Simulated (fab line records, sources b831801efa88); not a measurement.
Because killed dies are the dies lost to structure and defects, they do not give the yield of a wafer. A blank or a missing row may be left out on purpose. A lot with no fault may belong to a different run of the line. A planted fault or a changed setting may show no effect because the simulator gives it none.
A single fault, viewed from 2 desks :: flow gf180mcu :: each desk has only its own numbers; what lay behind them comes last

## METROLOGY DESK
Means of the sampled wafers that have a number, per lot and without regard to the tool the lot ran on: this is what the gauges read. If a lot's mean is further than 4 standard deviations from the usual mean, the lot is out of limits and carries the mark OUT (the distance appears in the brackets).
Columns: A = V1_W_RS at GF_V1_RS_MEAS_24, usual 0.326 ohm/sq; B = M2_ALCU_RS at GF_M2_RS_MEAS_05, usual 0.0695 ohm/sq; C = M2_ALCU_THK at GF_M2_THK_MEAS_06, usual 450 nm
lot: L511
first seen here: day 17 23:56
A: 0.328
B: 0.0689
C: 452

lot: L513
first seen here: day 18 23:14
A: 0.321
B: 0.0692
C: 456

lot: L514
first seen here: day 19 08:20
A: 0.327
B: 0.0693
C: 456

lot: L516
first seen here: day 20 07:04
A: 0.327
B: 0.0702
C: 447

lot: L517
first seen here: day 20 14:00
A: 0.327
B: 0.0699
C: 450

lot: L520
first seen here: day 21 22:22
A: 0.333
B: 0.0698
C: 446

lot: L521
first seen here: day 22 00:46
A: 0.325
B: 0.0678
C: 459

lot: L522
first seen here: day 22 04:33
A: 0.318
B: 0.0693
C: 449

lot: L523
first seen here: day 22 15:27
A: 0.326
B: 0.0688
C: 450

lot: L528
first seen here: day 24 09:56
A: 0.328
B: 0.0612 (-9.0) OUT
C: 508 (+9.8) OUT

lot: L529
first seen here: day 24 21:20
A: 0.330
B: 0.0612 (-9.0) OUT
C: 506 (+9.5) OUT
This desk reports L528, L529 out of limits; the earliest was L528 at day 24 10:38 (M2_ALCU_RS at GF_M2_RS_MEAS_05). L511, L513, L514, L516, L517, L520, L521, L522, L523: within limits.

## THE TOOL OWNER'S DESK: pvd sputter-04
The tool's own readings at GF_M2_SPUTTER_02 (material AlCu, target thk 450 nm, time 23.9 s): means of the sampled wafers that have a number, for each lot that ran on this tool. If a lot's mean is further than 4 standard deviations from the usual mean, the lot is out of limits and carries the mark OUT (the distance appears in the brackets).
Columns: A = throttle valve pct at GF_M2_SPUTTER_02, usual 30.0 %
lot: L511
first seen here: day 18 00:33
A: 30.1

lot: L520
first seen here: day 21 22:58
A: 30.5

lot: L523
first seen here: day 22 16:04
A: 30.4

lot: L528
first seen here: day 24 10:31
A: 29.8

lot: L529
first seen here: day 24 22:04
A: 30.9
Finding of this desk: none of the 5 lots has anything out of limits.

## TAKEN TOGETHER
On L528, L529, the metrology desk was in a position to raise an alarm at day 24 10:38.
The desk of the tool owner found nothing out of limits.
Tool owner's desk: L528, L529 on record, inside its limits.
The lots listed all ran GF_M2_SPUTTER_02 on pvd sputter-04.

## WHAT THE SIMULATOR HAD INSERTED
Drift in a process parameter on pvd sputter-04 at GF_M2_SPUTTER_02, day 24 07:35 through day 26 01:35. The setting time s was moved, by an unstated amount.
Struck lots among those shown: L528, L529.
Hours from the fault's start to each desk's first reading out of limits: the metrology desk, 3.
